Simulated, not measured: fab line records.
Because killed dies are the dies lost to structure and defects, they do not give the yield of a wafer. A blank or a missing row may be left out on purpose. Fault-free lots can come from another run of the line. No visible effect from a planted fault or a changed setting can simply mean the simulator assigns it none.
Split-lot trial -- flow sfq_line -- on a route of 325 steps: 5 lots, 23 wafers read

## THE SPLIT ITSELF
At SFQ_TRILAYER_M1_LITHO_COAT_044 (resist thk 62 nm), the setting resist_thk_nm was moved away from the recipe's 62 nm on 7 of the 23 wafers read, by -5.6% to +5.2%. All remaining wafers had this setting at the recipe value.

## FROM THE SPLIT TO THE READING: what the file shows between them, 2 steps
- SFQ_TRILAYER_M1_LITHO_PEB_042: peb time 60 s (also split here: peb_temp_c)
- SFQ_TRILAYER_M1_LITHO_DEVELOP_041: time 60 s

## THE READING
oes_product_au, in a.u., at SFQ_TRILAYER_M1_BARC_OPEN_METAL_ETCH_054 (etches BARC in O2, target depth 125 nm, time 41.7 s). A value of 0.685 a.u. with a standard deviation of 0.004 a.u. is what fault-free wafers of this fab line usually give.

wafer,"tool, chamber at the split","resist_thk_nm as run, nm",against the recipe,"oes_product_au, a.u.",against lot-mates on the recipe
L074.1,"litho_track-03, 0",62,recipe,0.685,-
L074.4,"litho_track-03, 0",62,recipe,0.686,-
L074.5,"litho_track-03, 0",62,recipe,0.681,-
L076.1,"litho_track-03, 0",62,recipe,0.678,-
L076.2,"litho_track-03, 0",62,recipe,0.682,-
L076.3,"litho_track-03, 0",65.24,+5.2%,0.697,+0.015
L076.4,"litho_track-03, 0",62,recipe,0.686,-
L076.5,"litho_track-03, 0",65.24,+5.2%,0.704,+0.022
L079.1,"litho_track-04, 0",62,recipe,0.676,-
L079.2,"litho_track-04, 0",62,recipe,0.681,-
L079.3,"litho_track-04, 0",62,recipe,0.687,-
L079.4,"litho_track-04, 0",62,recipe,0.693,-
L079.6,"litho_track-04, 0",62,recipe,0.683,-
L080.1,"litho_track-03, 0",65.08,+5.0%,0.697,+0.010
L080.2,"litho_track-03, 0",62,recipe,0.684,-
L080.4,"litho_track-03, 0",65.08,+5.0%,0.699,+0.012
L080.5,"litho_track-03, 0",65.08,+5.0%,0.704,+0.017
L080.6,"litho_track-03, 0",62,recipe,0.689,-
L084.1,"litho_track-04, 0",62,recipe,0.682,-
L084.2,"litho_track-04, 0",58.54,-5.6%,0.665,-0.022
L084.3,"litho_track-04, 0",62,recipe,0.688,-
L084.4,"litho_track-04, 0",62,recipe,0.690,-
L084.5,"litho_track-04, 0",58.54,-5.6%,0.669,-0.018

THE FIT
A straight line over all 23 wafers: oes_product_au changes by +0.00311 a.u. for each +1% of resist_thk_nm; r = +0.91; the points scatter about the line by 0.0041 a.u.
The same after taking each lot's own level away (the mean of its wafers on the recipe; 23 wafers): +0.00324 a.u. for each +1%; r = +0.92; scatter 0.004 a.u.
According to that fit, moving resist_thk_nm by its largest amount changes the reading by 0.018 a.u.
From 0.6820 to 0.6867 a.u.: that is the span of the lots' own levels, equal to 1.2 times the standard deviation above.
So the lot-to-lot level changes the slope little: the two slopes agree.
Check: -0.0173 a.u. against its lot-mates is what the line predicts for one of the wafers moved furthest among these (-5.6%) when that wafer is left out of the fit. It came out at -0.0217 a.u. against them.

## FURTHER SPLITS ON THESE WAFERS
These wafers also went through other splits before the reading. Each is held against what the fit with the lots' levels taken away leaves over:
other split on the same wafers,wafers away from the commonest value,r with oes_product_au (lot level and that fit taken away)
SFQ_TRILAYER_L0_DEP_SPUTTER_003 time_s,5,+0.10
SFQ_TRILAYER_L0_BARC_OPEN_METAL_ETCH_010 bias_w,6,+0.05
SFQ_TRILAYER_L0_VIA_ETCH_VIA_ETCH_016 source_w,11,+0.07
SFQ_TRILAYER_M0_LITHO_COAT_026 spin_rpm,7,+0.01
SFQ_TRILAYER_M0_BARC_OPEN_METAL_ETCH_031 bias_w,11,+0.38
SFQ_TRILAYER_I0_CMP_CMP_028 leave_above_ref_nm,11,+0.18
SFQ_TRILAYER_M1_LITHO_PEB_042 peb_temp_c,6,-0.06

## THE WHOLE CHAIN: every reading that the file lists as answering this split, in the file's order
step,what it does,reading,change (the file's fit),r (the file's)
SFQ_TRILAYER_M1_LITHO_COAT_044,resist thk 62 nm,"BARC_of_TRILAYER_M1_LITHO_COAT_044.thk_nm (the simulator's own value, which no gauge read)",+0.61 nm for each +1% of the setting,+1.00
SFQ_TRILAYER_M1_BARC_OPEN_METAL_ETCH_054,"etches BARC in O2, target depth 125 nm, time 41.7 s",oes_product_au,+0.00328 a.u. for each +1% of the setting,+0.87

## FILE'S OWN FIT
oes_product_au changes by +0.00328 a.u. for each +1% of resist_thk_nm, r = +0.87.
